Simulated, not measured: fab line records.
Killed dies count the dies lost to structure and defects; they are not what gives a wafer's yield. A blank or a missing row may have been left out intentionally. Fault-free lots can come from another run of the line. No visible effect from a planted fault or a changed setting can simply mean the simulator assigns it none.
fab line records / flow gf180mcu / part 2 of 2: steps 28 to 38 of 38
record: lots: 5 wafers: 15 last_day: 33
route steps=602 shown V4@489 MIM@503 M5@526
lots that met no fault: from a run of the same line without faults
start_h: hours from the record's opening day to when the first of the lot's shown wafers began / wait_h: hours since the lot's step before / " identical to the entry in the row above / L1.1+2: several wafers, shown together as one row / - either no value or no given start / * or withheld: withheld / < > ~ a bound
route shown NAME@n: a module of which the file shows steps, and the number in the route of the first / usual: average and standard deviation across the fault-free wafers / same: alike in all rows / chamber/n: place in a boat / sites: the reading at each site / _std_site: the standard deviation of these / _edge_site: the outer-site mean with the inner-site mean subtracted / radius_mm: how far each site lies from the wafer's centre / mask NAME#n: copy n / behind: the last tool/chamber to shape the wafer / hold: cause of the lot's hold/its duration in hours/its outcome / device: names the non-switching transistor (n, p or np) / end of line: the same wafers' tests at the end of the route / where a step has no rows: the recipe by itself / killed: not the wafer's yield, but the dies lost to structure and defects at the first sort / map: per-die view of a wafer (x killed, . not killed, _ where there is no die)
set.NAME: the run value of the setting; set.NAME@STEP: its run value at that earlier step / model.NAME: the simulator's own value behind a step, which no gauge read
lots at some steps of the route; a table a step, a row a wafer
services: when a tool's chamber went out of use (start_h, in hours from the record's first day, below 0 if earlier), for how many hours, and the reason
== steps ==
step: GF_MIM_HMDS_13
recipe: prime_time_s: 60 prime_temp_c: 120
same: prime_time_s: 60
lot.wafer=L075.1+4+5 tool=litho_track-01 chamber=0 start_h=579.06 wait_h=0.1
lot.wafer=L080.1+2+5 tool=litho_track-01 chamber=0 start_h=616.26 wait_h=0.1
lot.wafer=L081.1+3+4 tool=litho_track-01 chamber=0 start_h=630.96 wait_h=0.1
lot.wafer=L082.3+4+6 tool=litho_track-04 chamber=0 start_h=631.39 wait_h=0.1
lot.wafer=L090.1+4+6 tool=litho_track-04 chamber=0 start_h=704.89 wait_h=0.1
step: GF_MIM_COAT_14
recipe: resist: NOVOLAK spin_rpm: 3000 resist_thk_nm: 1000
usual: spin_speed_rpm: 3000.3/1.8
lot.wafer=L075.1 tool=litho_track-01 chamber=0 start_h=579.21 wait_h=0.1 spin_speed_rpm=2999.1
lot.wafer=L075.4 tool=litho_track-01 chamber=0 start_h=579.21 wait_h=0.1 spin_speed_rpm=2996.8
lot.wafer=L075.5 tool=litho_track-01 chamber=0 start_h=579.21 wait_h=0.1 spin_speed_rpm=2998.5
lot.wafer=L080.1 tool=litho_track-01 chamber=0 start_h=616.41 wait_h=0.1 spin_speed_rpm=3000.6
lot.wafer=L080.2 tool=litho_track-01 chamber=0 start_h=616.41 wait_h=0.1 spin_speed_rpm=2998.1
lot.wafer=L080.5 tool=litho_track-01 chamber=0 start_h=616.41 wait_h=0.1 spin_speed_rpm=3000.6
lot.wafer=L081.1 tool=litho_track-01 chamber=0 start_h=631.11 wait_h=0.1 spin_speed_rpm=2997.9
lot.wafer=L081.3 tool=litho_track-01 chamber=0 start_h=631.11 wait_h=0.1 spin_speed_rpm=2998.4
lot.wafer=L081.4 tool=litho_track-01 chamber=0 start_h=631.11 wait_h=0.1 spin_speed_rpm=3000.4
lot.wafer=L082.3 tool=litho_track-04 chamber=0 start_h=631.54 wait_h=0.1 spin_speed_rpm=2998.0
lot.wafer=L082.4 tool=litho_track-04 chamber=0 start_h=631.54 wait_h=0.1 spin_speed_rpm=2994.3
lot.wafer=L082.6 tool=litho_track-04 chamber=0 start_h=631.54 wait_h=0.1 spin_speed_rpm=2998.0
lot.wafer=L090.1 tool=litho_track-04 chamber=0 start_h=705.04 wait_h=0.1 spin_speed_rpm=2997.0
lot.wafer=L090.4 tool=litho_track-04 chamber=0 start_h=705.04 wait_h=0.1 spin_speed_rpm=3000.9
lot.wafer=L090.6 tool=litho_track-04 chamber=0 start_h=705.04 wait_h=0.1 spin_speed_rpm=3003.6
step: GF_MIM_SOFTBAKE_15
recipe: temp_c: 90 time_s: 60 resist: NOVOLAK
lot.wafer=L075.1+4+5 tool=litho_track-01 chamber=0 start_h=579.36 wait_h=0.1
lot.wafer=L080.1+2+5 tool=litho_track-01 chamber=0 start_h=616.56 wait_h=0.1
lot.wafer=L081.1+3+4 tool=litho_track-01 chamber=0 start_h=631.26 wait_h=0.1
lot.wafer=L082.3+4+6 tool=litho_track-04 chamber=0 start_h=631.69 wait_h=0.1
lot.wafer=L090.1+4+6 tool=litho_track-04 chamber=0 start_h=705.19 wait_h=0.1
step: GF_MIM_EXPOSE_16
recipe: mask_id: FuseTop target_cd_nm: 2000 na: 0.6 source_shape: conventional sigma_outer: 0.6 dose_mj: 140
usual: reticle_temp_C: 22.99/0.097
lot.wafer=L075.1 tool=iline_stepper-01 chamber=0 start_h=- wait_h=- mask=FuseTop#0 reticle_temp_C=23.10
lot.wafer=L075.4 tool=iline_stepper-01 chamber=0 start_h=- wait_h=- mask=FuseTop#0 reticle_temp_C=23.09
lot.wafer=L075.5 tool=iline_stepper-01 chamber=0 start_h=- wait_h=- mask=FuseTop#0 reticle_temp_C=23.06
lot.wafer=L080.1 tool=iline_stepper-01 chamber=0 start_h=- wait_h=- mask=FuseTop#0 reticle_temp_C=22.99
lot.wafer=L080.2 tool=iline_stepper-01 chamber=0 start_h=- wait_h=- mask=FuseTop#0 reticle_temp_C=23.09
lot.wafer=L080.5 tool=iline_stepper-01 chamber=0 start_h=- wait_h=- mask=FuseTop#0 reticle_temp_C=22.84
lot.wafer=L081.1 tool=iline_stepper-02 chamber=0 start_h=- wait_h=- mask=FuseTop#0 reticle_temp_C=22.96
lot.wafer=L081.3 tool=iline_stepper-02 chamber=0 start_h=- wait_h=- mask=FuseTop#0 reticle_temp_C=23.06
lot.wafer=L081.4 tool=iline_stepper-02 chamber=0 start_h=- wait_h=- mask=FuseTop#0 reticle_temp_C=23.00
lot.wafer=L082.3 tool=iline_stepper-02 chamber=0 start_h=- wait_h=- mask=FuseTop#0 reticle_temp_C=23.11
lot.wafer=L082.4 tool=iline_stepper-02 chamber=0 start_h=- wait_h=- mask=FuseTop#0 reticle_temp_C=22.92
lot.wafer=L082.6 tool=iline_stepper-02 chamber=0 start_h=- wait_h=- mask=FuseTop#0 reticle_temp_C=22.94
lot.wafer=L090.1 tool=iline_stepper-02 chamber=0 start_h=- wait_h=- mask=FuseTop#0 reticle_temp_C=23.20
lot.wafer=L090.4 tool=iline_stepper-02 chamber=0 start_h=- wait_h=- mask=FuseTop#0 reticle_temp_C=23.06
lot.wafer=L090.6 tool=iline_stepper-02 chamber=0 start_h=- wait_h=- mask=FuseTop#0 reticle_temp_C=23.00
step: GF_MIM_PEB_17
recipe: temp_c: withheld time_s: * resist: NOVOLAK
lot.wafer=L075.1+4+5 tool=litho_track-01 chamber=0 start_h=- wait_h=-
lot.wafer=L080.1+2+5 tool=litho_track-03 chamber=0 start_h=- wait_h=-
lot.wafer=L081.1+3+4 tool=litho_track-01 chamber=0 start_h=- wait_h=-
lot.wafer=L082.3+4+6 tool=litho_track-03 chamber=0 start_h=- wait_h=-
lot.wafer=L090.1+4+6 tool=litho_track-01 chamber=0 start_h=- wait_h=-
step: GF_MIM_DEVELOP_18
recipe: develop_time_s: 60 dev_temp_c: 23
lot.wafer=L075.1+4+5 tool=litho_track-01 chamber=0 start_h=589.06 wait_h=0.1
lot.wafer=L080.1+2+5 tool=litho_track-03 chamber=0 start_h=626.29 wait_h=0.1
lot.wafer=L081.1+3+4 tool=litho_track-01 chamber=0 start_h=641.76 wait_h=0.1
lot.wafer=L082.3+4+6 tool=litho_track-03 chamber=0 start_h=642.19 wait_h=0.1
lot.wafer=L090.1+4+6 tool=litho_track-01 chamber=0 start_h=713.81 wait_h=0.1
step: GF_MIM_METAL_ETCH_19
recipe: chemistry: Cl2/BCl3 mask_material: NOVOLAK stop_on: Si3N4 target_depth_nm: 324.5 pressure_mtorr: 8 icp_w: 800 bias_w: 140 Cl2_flow_sccm: 80 bcl3_flow_sccm: 40 time_s: 54.1
usual: bcl3_flow_sccm: 40.02/0.11 drypump_motor_current_A: 5.9/0.5 oes_product_au: 0.942/0.0055 throttle_valve_pct: 28.281/0.01
lot.wafer=L075.1 tool=rie_metal-04 chamber=0 start_h=589.21 wait_h=0.1 bcl3_flow_sccm=39.92 drypump_motor_current_A=6.6 oes_product_au=0.932 rf_hours_counter_h=9 throttle_valve_pct=28.292
lot.wafer=L075.4 tool=rie_metal-04 chamber=1 start_h=589.21 wait_h=0.1 bcl3_flow_sccm=40.11 drypump_motor_current_A=6.3 oes_product_au=0.940 rf_hours_counter_h=- throttle_valve_pct=28.275
lot.wafer=L075.5 tool=rie_metal-04 chamber=1 start_h=589.21 wait_h=0.1 bcl3_flow_sccm=39.94 drypump_motor_current_A=6.3 oes_product_au=0.941 rf_hours_counter_h=- throttle_valve_pct=28.288
lot.wafer=L080.1 tool=rie_metal-01 chamber=0 start_h=626.44 wait_h=0.1 bcl3_flow_sccm=40.04 drypump_motor_current_A=5.5 oes_product_au=0.943 rf_hours_counter_h=4 throttle_valve_pct=28.286
lot.wafer=L080.2 tool=rie_metal-01 chamber=1 start_h=626.44 wait_h=0.1 bcl3_flow_sccm=40.03 drypump_motor_current_A=5.3 oes_product_au=0.941 rf_hours_counter_h=11 throttle_valve_pct=28.294
lot.wafer=L080.5 tool=rie_metal-01 chamber=1 start_h=626.44 wait_h=0.1 bcl3_flow_sccm=40.09 drypump_motor_current_A=5.4 oes_product_au=0.951 rf_hours_counter_h=- throttle_valve_pct=28.286
lot.wafer=L081.1 tool=rie_metal-02 chamber=0 start_h=641.91 wait_h=0.1 bcl3_flow_sccm=40.24 drypump_motor_current_A=5.9 oes_product_au=0.949 rf_hours_counter_h=11 throttle_valve_pct=28.267
lot.wafer=L081.3 tool=rie_metal-02 chamber=0 start_h=641.91 wait_h=0.1 bcl3_flow_sccm=40.00 drypump_motor_current_A=5.8 oes_product_au=0.935 rf_hours_counter_h=- throttle_valve_pct=28.288
lot.wafer=L081.4 tool=rie_metal-02 chamber=1 start_h=641.91 wait_h=0.1 bcl3_flow_sccm=39.99 drypump_motor_current_A=5.2 oes_product_au=0.945 rf_hours_counter_h=- throttle_valve_pct=28.281
lot.wafer=L082.3 tool=rie_metal-04 chamber=0 start_h=642.32 wait_h=0.1 bcl3_flow_sccm=39.99 drypump_motor_current_A=6.6 oes_product_au=0.940 rf_hours_counter_h=- throttle_valve_pct=28.295
lot.wafer=L082.4 tool=rie_metal-04 chamber=1 start_h=642.32 wait_h=0.1 bcl3_flow_sccm=39.98 drypump_motor_current_A=6.3 oes_product_au=0.942 rf_hours_counter_h=- throttle_valve_pct=28.275
lot.wafer=L082.6 tool=rie_metal-04 chamber=1 start_h=642.32 wait_h=0.1 bcl3_flow_sccm=39.94 drypump_motor_current_A=6.3 oes_product_au=0.932 rf_hours_counter_h=- throttle_valve_pct=28.285
lot.wafer=L090.1 tool=rie_metal-04 chamber=0 start_h=713.96 wait_h=0.1 bcl3_flow_sccm=39.79 drypump_motor_current_A=6.6 oes_product_au=0.934 rf_hours_counter_h=13 throttle_valve_pct=28.289
lot.wafer=L090.4 tool=rie_metal-04 chamber=0 start_h=713.96 wait_h=0.1 bcl3_flow_sccm=39.90 drypump_motor_current_A=6.6 oes_product_au=0.934 rf_hours_counter_h=- throttle_valve_pct=28.280
lot.wafer=L090.6 tool=rie_metal-04 chamber=0 start_h=713.96 wait_h=0.1 bcl3_flow_sccm=39.97 drypump_motor_current_A=6.6 oes_product_au=0.944 rf_hours_counter_h=- throttle_valve_pct=28.298
step: GF_MIM_STRIP_20
recipe: chemistry: O2/N2 power_w: 1400 pressure_mtorr: 1500 platen_temp_c: 250 o2_flow_sccm: 3000 n2_flow_sccm: 300 overash_fraction: 0.5
usual: drypump_motor_current_A: 5.9/0.3 heater_power_w: 340/35 oes_product_au: 0.691/0.005 strip_time_to_endpoint_s: 11.20/0.04
lot.wafer=L075.1 tool=plasma_asher-04 chamber=0 start_h=589.28 wait_h=0.0 drypump_motor_current_A=6.2 heater_power_w=404 oes_product_au=0.692 rf_hours_counter_h=96 strip_time_to_endpoint_s=11.15
lot.wafer=L075.4 tool=plasma_asher-04 chamber=1 start_h=589.28 wait_h=0.0 drypump_motor_current_A=6.0 heater_power_w=313 oes_product_au=0.690 rf_hours_counter_h=- strip_time_to_endpoint_s=11.22
lot.wafer=L075.5 tool=plasma_asher-04 chamber=0 start_h=589.28 wait_h=0.0 drypump_motor_current_A=6.2 heater_power_w=406 oes_product_au=0.690 rf_hours_counter_h=- strip_time_to_endpoint_s=11.20
lot.wafer=L080.1 tool=plasma_asher-04 chamber=1 start_h=626.51 wait_h=0.0 drypump_motor_current_A=6.0 heater_power_w=325 oes_product_au=0.692 rf_hours_counter_h=99 strip_time_to_endpoint_s=11.23
lot.wafer=L080.2 tool=plasma_asher-04 chamber=0 start_h=626.51 wait_h=0.0 drypump_motor_current_A=6.2 heater_power_w=415 oes_product_au=0.699 rf_hours_counter_h=99 strip_time_to_endpoint_s=11.27
lot.wafer=L080.5 tool=plasma_asher-04 chamber=1 start_h=626.51 wait_h=0.0 drypump_motor_current_A=6.0 heater_power_w=326 oes_product_au=0.696 rf_hours_counter_h=- strip_time_to_endpoint_s=11.18
lot.wafer=L081.1 tool=plasma_asher-03 chamber=1 start_h=641.98 wait_h=0.0 drypump_motor_current_A=6.1 heater_power_w=333 oes_product_au=0.691 rf_hours_counter_h=84 strip_time_to_endpoint_s=11.21
lot.wafer=L081.3 tool=plasma_asher-03 chamber=1 start_h=641.98 wait_h=0.0 drypump_motor_current_A=6.1 heater_power_w=338 oes_product_au=0.694 rf_hours_counter_h=- strip_time_to_endpoint_s=11.20
lot.wafer=L081.4 tool=plasma_asher-03 chamber=0 start_h=641.98 wait_h=0.0 drypump_motor_current_A=5.3 heater_power_w=363 oes_product_au=0.685 rf_hours_counter_h=- strip_time_to_endpoint_s=11.20
lot.wafer=L082.3 tool=plasma_asher-04 chamber=1 start_h=642.40 wait_h=0.1 drypump_motor_current_A=6.0 heater_power_w=317 oes_product_au=0.688 rf_hours_counter_h=- strip_time_to_endpoint_s=11.19
lot.wafer=L082.4 tool=plasma_asher-04 chamber=0 start_h=642.40 wait_h=0.1 drypump_motor_current_A=6.2 heater_power_w=423 oes_product_au=0.690 rf_hours_counter_h=- strip_time_to_endpoint_s=11.19
lot.wafer=L082.6 tool=plasma_asher-04 chamber=0 start_h=642.40 wait_h=0.1 drypump_motor_current_A=6.2 heater_power_w=422 oes_product_au=0.687 rf_hours_counter_h=- strip_time_to_endpoint_s=11.22
lot.wafer=L090.1 tool=plasma_asher-03 chamber=0 start_h=714.03 wait_h=0.0 drypump_motor_current_A=5.3 heater_power_w=352 oes_product_au=0.697 rf_hours_counter_h=93 strip_time_to_endpoint_s=11.24
lot.wafer=L090.4 tool=plasma_asher-03 chamber=1 start_h=714.03 wait_h=0.0 drypump_motor_current_A=6.1 heater_power_w=331 oes_product_au=0.678 rf_hours_counter_h=- strip_time_to_endpoint_s=11.24
lot.wafer=L090.6 tool=plasma_asher-03 chamber=1 start_h=714.03 wait_h=0.0 drypump_motor_current_A=6.1 heater_power_w=345 oes_product_au=0.694 rf_hours_counter_h=- strip_time_to_endpoint_s=11.21
step: GF_MIM_STRIP_21
recipe: chemistry: post_etch_residue_remover time_s: 1200 temp_c: 72.5
lot.wafer=L075.1+4+5 tool=wet_bench-04 chamber=3 start_h=589.38 wait_h=0.1
lot.wafer=L080.1+2+5 tool=wet_bench-04 chamber=2 start_h=626.61 wait_h=0.1
lot.wafer=L081.1+3+4 tool=wet_bench-04 chamber=3 start_h=642.08 wait_h=0.1
lot.wafer=L082.3+4+6 tool=wet_bench-02 chamber=2 start_h=642.55 wait_h=0.1
lot.wafer=L090.1+4+6 tool=wet_bench-01 chamber=3 start_h=714.13 wait_h=0.1
step: GF_MIM_CLEAN_22
recipe: chemistry: DIW dry: n2_spin
lot.wafer=L075.1+4+5 tool=wet_bench-02 chamber=2 start_h=589.73 wait_h=0.0
lot.wafer=L080.1+2+5 tool=wet_bench-02 chamber=0 start_h=626.95 wait_h=0.0
lot.wafer=L081.1+3+4 tool=wet_bench-04 chamber=2 start_h=642.43 wait_h=0.0
lot.wafer=L082.3+4+6 tool=wet_bench-04 chamber=2 start_h=642.92 wait_h=0.0
lot.wafer=L090.1+4+6 tool=wet_bench-02 chamber=2 start_h=714.47 wait_h=0.0
step: GF_M5_DEHYDRATE_00
recipe: temp_c: 200 time_s: 60
lot.wafer=L075.1+4+5 tool=litho_track-04 chamber=0 start_h=600.09 wait_h=10.3
lot.wafer=L080.1+2+5 tool=litho_track-04 chamber=0 start_h=636.49 wait_h=9.4
lot.wafer=L081.1+3+4 tool=litho_track-03 chamber=0 start_h=651.24 wait_h=8.7
lot.wafer=L082.3+4+6 tool=litho_track-04 chamber=0 start_h=651.94 wait_h=8.9
lot.wafer=L090.1+4+6 tool=litho_track-04 chamber=0 start_h=722.89 wait_h=8.3
== services ==
tool=cvd_w-02 chamber=- start_h=546.93 hours=6.0 kind=pm
tool=pvd_sputter-04 chamber=- start_h=552.83 hours=0.6 kind=repair
tool=iline_stepper-02 chamber=- start_h=562.79 hours=4.4 kind=pm
tool=iline_stepper-02 chamber=- start_h=568.32 hours=3.0 kind=repair
tool=pvd_sputter-04 chamber=- start_h=579.72 hours=5.8 kind=repair
tool=cmp-02 chamber=- start_h=587.50 hours=1.1 kind=repair
tool=iline_stepper-02 chamber=- start_h=598.69 hours=1.7 kind=pm
tool=cmp-02 chamber=- start_h=602.02 hours=6.0 kind=pm
tool=cvd_w-02 chamber=- start_h=607.56 hours=0.8 kind=repair
tool=pvd_sputter-01 chamber=- start_h=608.71 hours=7.4 kind=repair
tool=iline_stepper-02 chamber=- start_h=617.26 hours=15.1 kind=repair
tool=pvd_sputter-04 chamber=- start_h=618.03 hours=2.0 kind=repair
tool=rie_diel-02 chamber=- start_h=622.33 hours=2.8 kind=pm
tool=wet_bench-01 chamber=- start_h=641.55 hours=3.3 kind=repair
tool=cmp-02 chamber=- start_h=641.93 hours=0.5 kind=repair
tool=pvd_sputter-01 chamber=- start_h=647.86 hours=1.0 kind=repair
tool=wet_bench-02 chamber=- start_h=659.72 hours=1.8 kind=repair
tool=pvd_sputter-02 chamber=- start_h=666.11 hours=0.9 kind=repair
tool=pvd_sputter-01 chamber=- start_h=666.15 hours=2.7 kind=repair
tool=plasma_asher-01 chamber=- start_h=672.65 hours=7.4 kind=repair
tool=plasma_asher-01 chamber=- start_h=672.86 hours=0.9 kind=repair
tool=rie_diel-02 chamber=3 start_h=683.92 hours=1.5 kind=repair
tool=pvd_sputter-02 chamber=- start_h=697.17 hours=0.5 kind=repair
tool=rie_diel-02 chamber=- start_h=704.28 hours=1.2 kind=repair
